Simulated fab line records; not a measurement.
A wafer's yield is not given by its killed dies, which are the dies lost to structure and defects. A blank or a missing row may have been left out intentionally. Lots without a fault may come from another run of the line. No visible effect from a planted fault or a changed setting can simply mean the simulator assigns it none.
Which tool did it? ; flow gf180mcu ; 12 lots, 36 wafers sampled, at 7 steps of a route of 602

## WHAT EACH GAUGE READ, for each wafer
GF_HV_LDD_TW_MEAS_11. Usual: HV_LDD_TW typically reads 2412, with standard deviation 24.
lot;measured;on;HV_LDD_TW;flag
L753;day 10 02:46;filmMetro-01;2397 2410 2406;
L755;day 10 16:24;filmMetro-02;2400 2423 2406;
L756;day 10 21:35;filmMetro-01;2410 2410 2396;
L757;day 11 08:28;filmMetro-04;2434 2446 2440;
L761;day 12 08:37;filmMetro-04;2430 2432 2425;
L762;day 13 01:32;filmMetro-04;2447 2434 2432;
L763;day 13 10:14;filmMetro-04;2443 2430 2432;
L765;day 14 06:25;filmMetro-04;2430 2428 2428;
L766;day 14 22:14;filmMetro-04;2433 2423 2431;
L768;day 14 22:25;filmMetro-04;2419 2417 2426;
L773;day 16 04:32;filmMetro-02;2365 2364 2367;
L774;day 16 14:16;filmMetro-01;2408 2408 2404;

GF_HV_LDD_OVL_MEAS_47. Usual: HV_LDD_03_OVL typically reads -1.4 nm, with standard deviation 1.3.
lot;measured;on;HV_LDD_03_OVL (nm);flag
L753;day 12 12:28;overlay-02;-2.5 -2.8 -3.1;
L755;day 13 03:11;overlay-02;0.7 0.2 2.1;
L756;day 13 08:55;overlay-02;-1.3 0.5 0.2;
L757;day 13 19:38;overlay-02;-5.0 -3.4 -3.0;
L761;day 14 21:55;overlay-01;1.0 -0.6 -0.6;
L762;day 15 16:20;overlay-02;-1.3 -2.2 -0.4;
L763;day 16 03:05;overlay-02;-0.7 -2.9 -1.7;
L765;day 17 00:28;overlay-01;-1.7 -3.0 -0.5;
L766;day 17 17:48;overlay-02;-2.3 -3.1 -0.8;
L768;day 17 18:32;overlay-01;-1.9 -1.6 0.2;
L773;day 19 03:38;overlay-01;-0.7 0.6 -1.5;
L774;day 19 14:28;overlay-01;-1.5 -0.6 -2.0;

GF_NSD_TW_MEAS_12. Usual: NSD_TW typically reads 4216, with standard deviation 35.
lot;measured;on;NSD_TW;flag
L753;day 13 13:02;filmMetro-03;4185 4243 4200;
L755;day 14 04:00;filmMetro-01;4208 4222 4254;
L756;day 14 08:05;filmMetro-04;4224 4251 4271;
L757;day 14 20:47;filmMetro-03;4167 4192 4220;
L761;day 15 23:16;filmMetro-01;4233 4222 4225;
L762;day 16 18:29;filmMetro-03;4192 4189 4156;
L763;day 17 05:03;filmMetro-03;4179 4163 4169;
L765;day 18 03:25;filmMetro-04;4290 4271 4288;
L766;day 18 20:32;filmMetro-04;4279 4258 4282;
L768;day 18 22:44;filmMetro-03;4232 4193 4239;
L773;day 20 12:20;filmMetro-04;4310 4314 4314;
L774;day 20 18:35;filmMetro-03;4303 4319 4306;

GF_PSD_CD_MEAS_07 targets a cd of 400 nm. Usual: cdNm 400.0 nm, standard deviation 2.3.
lot;measured;on;cdNm (nm);flag
L753;day 14 08:12;cdSem-02;399.2 399.9 396.0;
L755;day 15 00:38;cdSem-02;398.1 400.3 400.7;
L756;day 15 05:22;cdSem-01;398.5 396.9 396.8;
L757;day 15 17:49;cdSem-01;397.6 399.9 400.5;
L761;day 16 21:49;cdSem-01;401.2 399.6 398.7;
L762;day 17 17:01;cdSem-01;404.4 400.6 400.4;
L763;day 18 04:41;cdSem-02;401.3 401.4 401.8;
L765;day 19 03:30;cdSem-01;398.3 395.5 399.5;
L766;day 19 20:54;cdSem-02;398.6 396.4 398.5;
L768;day 19 23:09;cdSem-01;398.6 400.7 398.2;
L773;day 21 12:18;cdSem-02;397.5 399.0 399.0;
L774;day 21 18:01;cdSem-01;400.1 402.1 402.7;

GF_PSD_RS_MEAS_14: a four-point-probe measurement. Usual: NSD_RS typically reads 46.18 ohm/sq, with standard deviation 0.096.
lot;measured;on;NSD_RS (ohm/sq);flag
L753;day 14 08:48;filmMetro-03;46.32 46.36 46.40;
L755;day 15 01:17;filmMetro-01;46.13 46.11 46.06;
L756;day 15 05:58;filmMetro-01;46.22 46.29 46.22;
L757;day 15 18:25;filmMetro-01;46.27 46.07 46.18;
L761;day 16 22:25;filmMetro-03;46.15 46.20 46.28;
L762;day 17 17:37;filmMetro-04;46.14 46.08 46.09;
L763;day 18 05:17;filmMetro-03;46.19 46.15 46.14;
L765;day 19 04:06;filmMetro-03;46.07 46.11 46.06;
L766;day 19 21:30;filmMetro-03;46.17 46.07 46.00;
L768;day 19 23:45;filmMetro-03;46.06 46.10 46.01;
L773;day 21 12:54;filmMetro-04;44.69 44.76 44.74;OFF
L774;day 21 18:37;filmMetro-03;44.44 44.54 44.50;OFF

## WHAT TOOL EACH LOT RAN ON (gives the tool, then ch and the chambers of the sampled wafers, and finally the start)
lot;GF_NSD_IMPLANT_09;GF_NSD_STRIP_11
L753;implanter-02 ch 0, day 13 12:38;plasmaAsher-01 ch 0,1, day 13 12:56
L755;implanter-01 ch 0, day 14 03:37;plasmaAsher-02 ch 0,1, day 14 03:53
L756;implanter-01 ch 0, day 14 07:41;plasmaAsher-04 ch 1, day 14 07:59
L757;implanter-02 ch 0, day 14 20:23;plasmaAsher-04 ch 0,1, day 14 20:40
L761;implanter-01 ch 0, day 15 22:52;plasmaAsher-02 ch 0,1, day 15 23:10
L762;implanter-01 ch 0, day 16 18:08;plasmaAsher-02 ch 0,1, day 16 18:24
L763;implanter-03 ch 0, day 17 04:40;plasmaAsher-01 ch 0,1, day 17 04:56
L765;implanter-01 ch 0, day 18 03:01;plasmaAsher-01 ch 0,1, day 18 03:19
L766;implanter-03 ch 0, day 18 20:08;plasmaAsher-04 ch 0,1, day 18 20:26
L768;implanter-03 ch 0, day 18 22:20;plasmaAsher-02 ch 0,1, day 18 22:38
L773;implanter-03 ch 0, day 20 11:56;plasmaAsher-02 ch 0,1, day 20 12:14
L774;implanter-03 ch 0, day 20 18:11;plasmaAsher-02 ch 0,1, day 20 18:29
- GF_NSD_IMPLANT_09
- GF_NSD_STRIP_11: strips in O2/N2.

## WHAT THE TOOLS THEMSELVES READ (means of the sampled wafers that have a number; where no wafer has one, the mark that the record gives instead)
GF_NSD_IMPLANT_09. Usual: beamEnergyKeV 59.999, standard deviation 0.018.
lot;tool;beamEnergyKeV;flag
L753;implanter-02;59.996;
L755;implanter-01;60.005;
L756;implanter-01;59.990;
L757;implanter-02;59.972;
L761;implanter-01;59.988;
L762;implanter-01;60.009;
L763;implanter-03;59.965;
L765;implanter-01;60.007;
L766;implanter-03;60.003;
L768;implanter-03;60.032;
L773;implanter-03;65.605;OFF
L774;implanter-03;65.562;OFF

GF_NSD_STRIP_11. Usual: drypumpMotorCurrentA 5.8 A, standard deviation 0.46; heaterPowerW 327 W, standard deviation 31; oesProductAu 0.486 a.u., standard deviation 0.0046; stripTimeToEndpointS 22.96 s, standard deviation 0.038.
lot;tool;drypumpMotorCurrentA (A);heaterPowerW (W);oesProductAu (a.u.);stripTimeToEndpointS (s);flag
L753;plasmaAsher-01;5.6;362;0.489;22.93;
L755;plasmaAsher-02;6.3;325;0.485;22.96;
L756;plasmaAsher-04;5.4;304;0.486;22.92;
L757;plasmaAsher-04;5.2;304;0.484;22.96;
L761;plasmaAsher-02;6.4;337;0.491;22.99;
L762;plasmaAsher-02;6.3;323;0.485;22.96;
L763;plasmaAsher-01;5.6;369;0.492;22.99;
L765;plasmaAsher-01;5.6;338;0.486;22.98;
L766;plasmaAsher-04;5.3;306;0.488;22.86;
L768;plasmaAsher-02;6.4;341;0.486;23.00;
L773;plasmaAsher-02;6.4;342;0.477;23.75;OFF
L774;plasmaAsher-02;6.4;338;0.475;23.71;OFF

## THE ANSWER, worked out from the rows above alone
Rule: a lot counts as off when the mean over its wafers that have a number is more than 3 standard deviations away from the usual mean. Also off: a lot with no number at a reading for which 4 or more lots have one. Where the step has rows for the other lots, those lots are counted as sound. Order of review: gauges by route order, followed by the tools' own readings, for which a lot's mean as printed above is used. The first step at which some lot is off is used, and at that step the reading that is off furthest; a lot without a number counts as furthest.
Off: at GF_PSD_RS_MEAS_14 (NSD_RS), L773, L774.
If a tool, at a process step before that reading, ran all the lots that are off and no sound lot after the first of them, it fits. Not tried: the gauges at GF_PSD_RS_MEAS_14; whatever is off there is also off at GF_NSD_IMPLANT_09, on other tools, and gauge error can't account for it. This does not decide it: 2 tools fit, namely implanter-03 at GF_NSD_IMPLANT_09 and plasmaAsher-02 at GF_NSD_STRIP_11.

## WHAT THE SIMULATOR HAD PUT IN
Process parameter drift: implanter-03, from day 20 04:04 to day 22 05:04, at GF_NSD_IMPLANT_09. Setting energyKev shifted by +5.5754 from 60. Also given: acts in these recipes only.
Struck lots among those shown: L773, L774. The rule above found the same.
